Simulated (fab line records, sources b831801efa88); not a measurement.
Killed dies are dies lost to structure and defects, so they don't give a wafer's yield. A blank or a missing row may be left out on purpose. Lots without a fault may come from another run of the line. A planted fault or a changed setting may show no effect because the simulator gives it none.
Which tool did it? | flow gf180mcu | 15 lots, 45 wafers sampled, at 4 steps of a route of 602

WHAT THE GAUGES READ, wafer by wafer
The record holds no reading of a measuring or inspecting step that can be judged against a usual standard deviation.

WHICH TOOL RAN EACH LOT (tool, then ch and the chambers of the sampled wafers, then the start)
lot  | GF_V4_ETCH_16                      | GF_V4_CMP_26                  | GF_MIM_SPUTTER_04            | GF_MIM_SPUTTER_07
L656 | rie_diel-03 ch 0,1,2, day 24 08:19 | cmp-01 ch 0,3, day 24 09:29   | pvd_sputter-04, day 24 09:58 | pvd_sputter-02, day 24 10:05
L657 | rie_diel-02 ch 0,1,2, day 24 11:52 | cmp-02 ch 0,2, day 24 13:01   | pvd_sputter-01, day 24 13:26 | pvd_sputter-02, day 24 13:35
L658 | rie_diel-03 ch 0,1, day 24 23:08   | cmp-02 ch 0,2,3, day 25 00:19 | pvd_sputter-02, day 25 00:41 | pvd_sputter-01, day 25 00:49
L659 | rie_diel-02 ch 0,1,3, day 25 06:04 | cmp-02 ch 0,2,3, day 25 07:11 | pvd_sputter-01, day 25 07:37 | pvd_sputter-01, day 25 07:44
L660 | rie_diel-04 ch 0,1,2, day 25 16:37 | cmp-02 ch 0,2, day 25 17:40   | pvd_sputter-04, day 25 18:09 | pvd_sputter-02, day 25 18:17
L661 | rie_diel-04 ch 0,1, day 26 07:52   | cmp-01 ch 1,2,3, day 26 09:01 | pvd_sputter-04, day 26 09:23 | pvd_sputter-01, day 26 09:32
L662 | rie_diel-04 ch 0,1,2, day 26 14:10 | cmp-02 ch 0,2,3, day 26 15:18 | pvd_sputter-02, day 26 15:41 | pvd_sputter-01, day 26 15:50
L663 | rie_diel-02 ch 0,1,3, day 26 22:08 | cmp-02 ch 0,2,3, day 26 23:35 | pvd_sputter-02, day 26 23:58 | pvd_sputter-01, day 27 00:07
L664 | rie_diel-04 ch 0,1,3, day 27 04:02 | cmp-01 ch 0,1,3, day 27 05:19 | pvd_sputter-02, day 27 05:38 | pvd_sputter-01, day 27 05:47
L666 | rie_diel-02 ch 0,1,3, day 27 20:17 | cmp-01 ch 1,2,3, day 27 21:22 | -                            | -
L668 | rie_diel-03 ch 1,2, day 28 22:23   | cmp-01 ch 1,2, day 28 23:29   | -                            | -
L669 | rie_diel-03 ch 0,1,2, day 29 01:38 | cmp-01 ch 1,2,3, day 29 02:44 | -                            | -
L675 | rie_diel-04 ch 0,2,3, day 30 07:17 | cmp-02 ch 0,2,3, day 30 08:27 | pvd_sputter-02, day 30 08:50 | pvd_sputter-04, day 30 08:58
L676 | rie_diel-03 ch 0,1,2, day 30 12:56 | cmp-02 ch 1,2,3, day 30 14:02 | pvd_sputter-04, day 30 14:31 | pvd_sputter-02, day 30 14:40
L678 | rie_diel-03 ch 0,1,3, day 31 01:25 | cmp-02 ch 0,2, day 31 02:28   | pvd_sputter-04, day 31 02:57 | pvd_sputter-02, day 31 03:05
- GF_V4_ETCH_16: etches BARC in N2/H2.
- GF_V4_CMP_26: polishes, stops on SiO2, t overpolish 15 s, target thk 0 nm.
- GF_MIM_SPUTTER_04: material TiN, target thk 50 nm, time 41.7 s.
- GF_MIM_SPUTTER_07: material TiN, target thk 60 nm, time 50 s.

WHAT THE TOOLS THEMSELVES READ (means of the sampled wafers that have a number; where no wafer has one, the mark that the record gives instead)
GF_V4_ETCH_16.
lot  | tool        | drypump_motor_current_A (A) | oes_product_au (a.u.) | throttle_valve_pct (%)
L656 | rie_diel-03 | 5.3                         | 0.859                 | 13.223
L657 | rie_diel-02 | 5.5                         | 0.853                 | 13.225
L658 | rie_diel-03 | 5.2                         | 0.856                 | 13.225
L659 | rie_diel-02 | 5.8                         | 0.852                 | 13.227
L660 | rie_diel-04 | 5.9                         | 0.856                 | 13.220
L661 | rie_diel-04 | 5.6                         | 0.857                 | 13.223
L662 | rie_diel-04 | 5.8                         | 0.854                 | 13.228
L663 | rie_diel-02 | 5.8                         | 0.852                 | 13.226
L664 | rie_diel-04 | 5.7                         | 0.858                 | 13.232
L666 | rie_diel-02 | 5.8                         | 0.854                 | 13.225
L668 | rie_diel-03 | 5.5                         | 0.859                 | 13.224
L669 | rie_diel-03 | 5.3                         | 0.854                 | 13.221
L675 | rie_diel-04 | 6.0                         | 0.857                 | 13.230
L676 | rie_diel-03 | 5.3                         | 0.857                 | 13.226
L678 | rie_diel-03 | 5.5                         | 0.858                 | 13.222

GF_V4_CMP_26.
lot  | tool   | edge_zone_pressure_frac | motor_current_A (A) | overpolish_run_s (s) | time_to_endpoint_s (s)
L656 | cmp-01 | 1.001                   | 10.5                | 14.998               | 87
L657 | cmp-02 | 0.998                   | 12.1                | 15.001               | 83
L658 | cmp-02 | 0.999                   | 10.4                | 14.995               | 85
L659 | cmp-02 | 1.001                   | 11.0                | 14.999               | 82
L660 | cmp-02 | 1.003                   | 12.6                | 15.002               | 89
L661 | cmp-01 | 1.002                   | 11.1                | 15.006               | 87
L662 | cmp-02 | 1.004                   | 10.6                | 14.997               | 84
L663 | cmp-02 | 1.002                   | 10.7                | 15.010               | 87
L664 | cmp-01 | 1.002                   | 10.8                | 15.003               | 85
L666 | cmp-01 | 0.998                   | 11.3                | 0.043                | 129
L668 | cmp-01 | 0.993                   | 11.4                | 0.042                | 129
L669 | cmp-01 | 0.999                   | 10.8                | 0.040                | 129
L675 | cmp-02 | 1.005                   | 10.6                | 15.005               | 85
L676 | cmp-02 | 1.003                   | 9.9                 | 15.006               | 84
L678 | cmp-02 | 0.997                   | 12.1                | 14.996               | 86

GF_MIM_SPUTTER_04.
lot  | tool           | throttle_valve_pct (%)
L656 | pvd_sputter-04 | 30.2
L657 | pvd_sputter-01 | 29.3
L658 | pvd_sputter-02 | 30.9
L659 | pvd_sputter-01 | 29.2
L660 | pvd_sputter-04 | 29.9
L661 | pvd_sputter-04 | 29.3
L662 | pvd_sputter-02 | 29.9
L663 | pvd_sputter-02 | 30.6
L664 | pvd_sputter-02 | 30.3
L675 | pvd_sputter-02 | 29.2
L676 | pvd_sputter-04 | 29.7
L678 | pvd_sputter-04 | 29.8

GF_MIM_SPUTTER_07.
lot  | tool           | throttle_valve_pct (%)
L656 | pvd_sputter-02 | 30.9
L657 | pvd_sputter-02 | 30.9
L658 | pvd_sputter-01 | 28.9
L659 | pvd_sputter-01 | 29.2
L660 | pvd_sputter-02 | 29.7
L661 | pvd_sputter-01 | 30.4
L662 | pvd_sputter-01 | 30.6
L663 | pvd_sputter-01 | 29.9
L664 | pvd_sputter-01 | 30.0
L675 | pvd_sputter-04 | 30.7
L676 | pvd_sputter-02 | 29.9
L678 | pvd_sputter-02 | 29.9

THE ANSWER, worked out from the rows above alone
Rule: what is usual is taken from the lots themselves. Put in order of their means at a reading, lots are off if they are a third of the lots or fewer, leave a main group of 4 or more, and stand apart from it by a gap of 3 or more times the standard deviation of the main group's means; of several such gaps the widest counts. A main group whose means are all the same, to the digits that the tables above print for the reading, isn't used. A lot without any number at a reading at which 4 lots or more have one is off too. The other lots that the step has rows for count as sound. The gauges are gone through in route order, then the tools' own readings, and for those a lot's mean is taken as printed above. The first step at which some lot is off is used, and at that step the reading that is off furthest; a lot without a number counts as furthest.
Off: L666, L668, L669, at GF_V4_CMP_26 (overpolish_run_s). The main group: mean 15.002 s, standard deviation 0.0045.
A tool fits if, at that step or a process step before it, it ran every lot that is off, and no sound lot after the first of them. One fits: cmp-01 at GF_V4_CMP_26. Its last sound lot is L664 (day 27 05:19), its first lot that is off L666 (day 27 21:22): a fault that began between those two fits.
The tool's own readings at GF_V4_CMP_26 bear it out: on the lots that are off they differ by more than 5 times the standard deviation of the sound lots' means. overpolish_run_s reads 0.042 s there against 15.002 s on the sound lots; time_to_endpoint_s reads 129 s there against 85 s on the sound lots.

WHAT THE SIMULATOR HAD PUT IN
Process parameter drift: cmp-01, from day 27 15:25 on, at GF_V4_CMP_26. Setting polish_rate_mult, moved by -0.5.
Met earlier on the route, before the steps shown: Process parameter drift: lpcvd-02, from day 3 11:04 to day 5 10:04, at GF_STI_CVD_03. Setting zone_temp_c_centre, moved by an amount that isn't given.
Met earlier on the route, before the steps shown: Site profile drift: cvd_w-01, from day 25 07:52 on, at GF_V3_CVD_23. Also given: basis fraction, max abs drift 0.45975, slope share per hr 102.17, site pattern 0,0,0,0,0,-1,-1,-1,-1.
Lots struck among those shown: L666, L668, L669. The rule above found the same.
